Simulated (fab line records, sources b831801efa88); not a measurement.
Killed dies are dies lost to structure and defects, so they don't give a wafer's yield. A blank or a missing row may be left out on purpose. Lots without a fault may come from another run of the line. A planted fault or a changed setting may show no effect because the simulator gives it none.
Which tool did it? | flow sky130 | 12 lots, 34 wafers sampled, at 3 steps of a route of 708

WHAT THE GAUGES READ, wafer by wafer
The record holds no reading of a measuring or inspecting step that can be judged against a usual standard deviation.

WHICH TOOL RAN EACH LOT (tool, then ch and the chambers of the sampled wafers, then the start)
lot  | SKY_CAPM_METAL_ETCH_13            | SKY_CAPM_STRIP_14                    | SKY_PAD_OPEN_PROBE_99
L143 | rie_metal-04 ch 1, day 37 10:05   | plasma_asher-03 ch 0,1, day 37 10:15 | -
L144 | rie_metal-03 ch 0,1, day 37 12:12 | plasma_asher-01 ch 0,1, day 37 12:17 | prober-01, day 45 20:25
L145 | rie_metal-01 ch 1, day 37 20:41   | plasma_asher-04 ch 0,1, day 37 20:46 | -
L146 | rie_metal-01 ch 0,1, day 38 00:29 | plasma_asher-04 ch 0,1, day 38 00:34 | -
L147 | rie_metal-04 ch 0,1, day 38 14:17 | plasma_asher-04 ch 0,1, day 38 14:22 | -
L148 | rie_metal-03 ch 0,1, day 38 23:26 | plasma_asher-01 ch 0,1, day 38 23:31 | -
L154 | rie_metal-03 ch 0,1, day 40 20:38 | plasma_asher-03 ch 0, day 40 20:43   | prober-01, day 48 14:37
L155 | rie_metal-03 ch 0,1, day 41 02:53 | plasma_asher-03 ch 0, day 41 02:58   | prober-02, day 48 16:43
L159 | rie_metal-04 ch 0,1, day 42 11:34 | plasma_asher-04 ch 0,1, day 42 11:40 | prober-02, day 49 19:22
L163 | rie_metal-01 ch 0,1, day 43 01:53 | plasma_asher-03 ch 0,1, day 43 01:58 | -
L162 | rie_metal-01 ch 0, day 43 05:32   | plasma_asher-03 ch 1, day 43 05:37   | -
L165 | rie_metal-04 ch 1, day 43 21:29   | plasma_asher-03 ch 0,1, day 43 21:38 | prober-02, day 50 18:11
- SKY_CAPM_METAL_ETCH_13: etches TiN in Cl2/BCl3, stops on SiO2, target depth 220 nm, time 62.9 s.
- SKY_CAPM_STRIP_14: strips in O2/N2.
- SKY_PAD_OPEN_PROBE_99

WHAT THE TOOLS THEMSELVES READ (means of the sampled wafers that have a number; where no wafer has one, the mark that the record gives instead)
SKY_CAPM_METAL_ETCH_13.
lot  | tool         | drypump_motor_current_A (A) | oes_product_au (a.u.) | throttle_valve_pct (%)
L143 | rie_metal-04 | 5.67                        | 0.939                 | 21.905
L144 | rie_metal-03 | 5.64                        | 0.940                 | 21.902
L145 | rie_metal-01 | 5.68                        | 0.938                 | 21.915
L146 | rie_metal-01 | 5.79                        | 0.938                 | 21.909
L147 | rie_metal-04 | 5.96                        | 0.940                 | 21.903
L148 | rie_metal-03 | 5.81                        | 0.939                 | 21.900
L154 | rie_metal-03 | 5.70                        | 0.911                 | 21.927
L155 | rie_metal-03 | 5.70                        | 0.911                 | 21.918
L159 | rie_metal-04 | 5.82                        | 0.938                 | 21.903
L163 | rie_metal-01 | 5.91                        | 0.950                 | 21.891
L162 | rie_metal-01 | 6.01                        | 0.934                 | 21.910
L165 | rie_metal-04 | 5.68                        | 0.942                 | 21.910

SKY_CAPM_STRIP_14.
lot  | tool            | drypump_motor_current_A (A) | oes_product_au (a.u.) | strip_time_to_endpoint_s (s)
L143 | plasma_asher-03 | 6.07                        | 0.711                 | 12.67
L144 | plasma_asher-01 | 6.00                        | 0.708                 | 12.72
L145 | plasma_asher-04 | 6.29                        | 0.712                 | 12.63
L146 | plasma_asher-04 | 6.26                        | 0.713                 | 12.60
L147 | plasma_asher-04 | 6.30                        | 0.706                 | 12.63
L148 | plasma_asher-01 | 6.00                        | 0.714                 | 12.64
L154 | plasma_asher-03 | 5.95                        | 0.711                 | 12.79
L155 | plasma_asher-03 | 5.99                        | 0.713                 | 12.72
L159 | plasma_asher-04 | 6.27                        | 0.707                 | 12.64
L163 | plasma_asher-03 | 6.09                        | 0.708                 | 12.64
L162 | plasma_asher-03 | 6.17                        | 0.712                 | 12.64
L165 | plasma_asher-03 | 6.05                        | 0.715                 | 12.72

SKY_PAD_OPEN_PROBE_99.
lot  | tool      | defect_limited_yield (%) | killed_at_M0_to_M3 | killed_at_M4_up | killed_at_contacts | killed_at_front_end | killed_at_other | killed_dies | killed_on_rim | killed_open | killed_short | sort_bin_3_pad_short (%) | sort_bin_5_function (%) | sort_bin_6_memory (%) | sort_n_pass | sort_yield_pct (%)
L144 | prober-01 | 81.9                     | 47                 | 3.0             | 23                 | 15                  | 0.7             | 89          | 16            | 53          | 36           | 0.7                      | 10.9                    | 6.5                   | 403         | 81.9
L154 | prober-01 | 41.9                     | 46                 | 2.0             | 23                 | 11                  | 204.0           | 286         | 54            | 44          | 38           | 42.1                     | 10.1                    | 5.9                   | 206         | 41.9
L155 | prober-02 | 41.8                     | 46                 | 4.0             | 25                 | 13                  | 199.0           | 286         | 58            | 49          | 39           | 41.2                     | 10.7                    | 6.3                   | 206         | 41.8
L159 | prober-02 | 84.9                     | 34                 | 4.0             | 18                 | 19                  | 0.0             | 74          | 18            | 36          | 38           | 1.0                      | 8.8                     | 5.3                   | 418         | 84.9
L165 | prober-02 | 82.5                     | 46                 | 3.3             | 25                 | 12                  | 0.0             | 86          | 19            | 48          | 38           | 0.7                      | 10.5                    | 6.2                   | 406         | 82.5

THE ANSWER, worked out from the rows above alone
Rule: what is usual is taken from the lots themselves. Put in order of their means at a reading, lots are off if they are a third of the lots or fewer, leave a main group of 4 or more, and stand apart from it by a gap of 3 or more times the standard deviation of the main group's means; of several such gaps the widest counts. A main group whose means are all the same, to the digits that the tables above print for the reading, isn't used. A lot without any number at a reading at which 4 lots or more have one is off too. The other lots that the step has rows for count as sound. The gauges are gone through in route order, then the tools' own readings, and for those a lot's mean is taken as printed above. The first step at which some lot is off is used, and at that step the reading that is off furthest; a lot without a number counts as furthest.
Off: L154, L155, at SKY_CAPM_METAL_ETCH_13 (oes_product_au). The main group: mean 0.940 a.u., standard deviation 0.0039.
A tool fits if, at that step or a process step before it, it ran every lot that is off, and no sound lot after the first of them. One fits: rie_metal-03 at SKY_CAPM_METAL_ETCH_13. Its last sound lot is L148 (day 38 23:26), its first lot that is off L154 (day 40 20:38): a fault that began between those two fits.
The tool's own readings at SKY_CAPM_METAL_ETCH_13 bear it out: on the lots that are off they differ by more than 5 times the standard deviation of the sound lots' means. oes_product_au reads 0.911 a.u. there against 0.940 a.u. on the sound lots.

WHAT THE SIMULATOR HAD PUT IN
Process parameter drift: rie_metal-03, from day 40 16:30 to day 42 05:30, at SKY_CAPM_METAL_ETCH_13. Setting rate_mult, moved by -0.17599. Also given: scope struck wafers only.
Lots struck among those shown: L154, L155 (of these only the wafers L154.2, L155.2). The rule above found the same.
